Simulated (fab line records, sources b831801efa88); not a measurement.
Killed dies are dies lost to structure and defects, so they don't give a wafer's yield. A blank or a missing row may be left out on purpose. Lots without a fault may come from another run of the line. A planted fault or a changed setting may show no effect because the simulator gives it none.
Problem report in the 8D (eight disciplines) form, filled by code | flow sky130 | the parts of the form that need people (team, actions taken, sign-off) are left out

1. THE PROBLEM
VT_ADJUST_HVTP_TW at SKY_VT_ADJUST_HVTP_TW_MEAS_11 reads a mean of 30 on 3 wafers of 1 lot; wafers without a fault read 1352 with a standard deviation of 18. That is -73 standard deviations from the usual mean.
First seen on wafer L579.1, day 10 19:17, on film_metro-02. The record holds 39 wafers of 13 lots with a number at this step. Rule for "out", or "out of limits": more than 4 standard deviations from the usual mean. The other wafers with a number count as sound.

2. WHAT IT IS AND WHAT IT IS NOT
question                    | is                     | is not
which readings at this step | VT_ADJUST_HVTP_TW      | -
which lots                  | L579                   | L564, L565, L566, L567, L569, L571, L572, L573, L574, L578, L584, L585
which wafers of those lots  | all that have a number | -
read on which gauges        | film_metro-02          | film_metro-03, film_metro-04
when                        | from day 10 19:17      | up to then (30 sound wafers); but 6 sound wafers of L584, L585 came after

3. SUSPECTS, AND WHAT RULES EACH OUT
Counting: a tool at a process step up to the reading stays a suspect if it ran every lot that is out and no sound lot after the first of them.
- the gauge at SKY_VT_ADJUST_HVTP_TW_MEAS_11: ruled out. All the wafers that are out were read on film_metro-02, but those of them that SKY_NWELL_STRIP_25 has rows for are out there too, on other tools.
- plasma_asher-01 at SKY_NWELL_STRIP_25 (strips in O2/N2): kept. It ran the lot that is out, L579 (day 9 19:53), and no sound lot after that; its last sound lot up to then is L578 (day 9 15:05). Its own readings are out on those wafers: chamber_pressure_mTorr, oes_product_au.
- plasma_asher-02 at SKY_VT_ADJUST_HVTP_STRIP_10 (strips in O2/N2): ruled out as a lasting fault. Sound lots L585 ran on it after its first lot that is out, L579 (day 10 19:11).
Left after counting: plasma_asher-01 at SKY_NWELL_STRIP_25.

4. THE CAUSE (what the simulator had put in)
Strip aborted: plasma_asher-01, from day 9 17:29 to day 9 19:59, at SKY_NWELL_STRIP_25. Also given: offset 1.
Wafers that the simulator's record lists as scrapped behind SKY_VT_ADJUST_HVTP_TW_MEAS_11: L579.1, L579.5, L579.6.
Counting left only this tool.

5. THE CHAIN OF EFFECTS, in route order
Each row: a reading whose mean over the struck wafers that have a number lies more than 3 standard deviations from the usual. Only readings for which the record gives a usual standard deviation are gone through. hours: the time from each lot's start at the first step in this table that gives one to its start at this step, as a median over the lots. sigmas: the change in usual standard deviations.
hours | step                          | reading                  | usual        | on struck wafers | change | sigmas
0     | SKY_NWELL_STRIP_25            | chamber_pressure_mTorr   | 1500.1 mTorr | 1510.9           | +10.8  | +8.3
0     | SKY_NWELL_STRIP_25            | oes_product_au           | 0.722 a.u.   | 0.849            | +0.127 | +31
23    | SKY_VT_ADJUST_HVTP_STRIP_10   | strip_time_to_endpoint_s | 14.33 s      | 50.80            | +36.47 | +99 or more
23    | SKY_VT_ADJUST_HVTP_TW_MEAS_11 | VT_ADJUST_HVTP_TW        | 1352         | 30               | -1322  | -73
The process steps in it:
- SKY_NWELL_STRIP_25: strips in O2/N2.
- SKY_VT_ADJUST_HVTP_STRIP_10: strips in O2/N2.
Readings that are blank on the struck wafers while sound wafers have them: strip_time_to_endpoint_s at SKY_NWELL_STRIP_25.

6. WHAT WOULD HAVE CAUGHT IT SOONER
In this record the first reading out of limits at a measuring or inspecting step was taken at day 10 19:17, 26 hours after the fault began at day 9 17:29.
The tool's own readings at SKY_NWELL_STRIP_25 were out on every struck wafer that the step has a row for (chamber_pressure_mTorr, oes_product_au): an alarm limit on them would have fired on the first of those.
All the lots that are out (1) had begun SKY_NWELL_STRIP_25 on plasma_asher-01 by day 10 19:17. A hold on the tool at that time would have spared none of them.
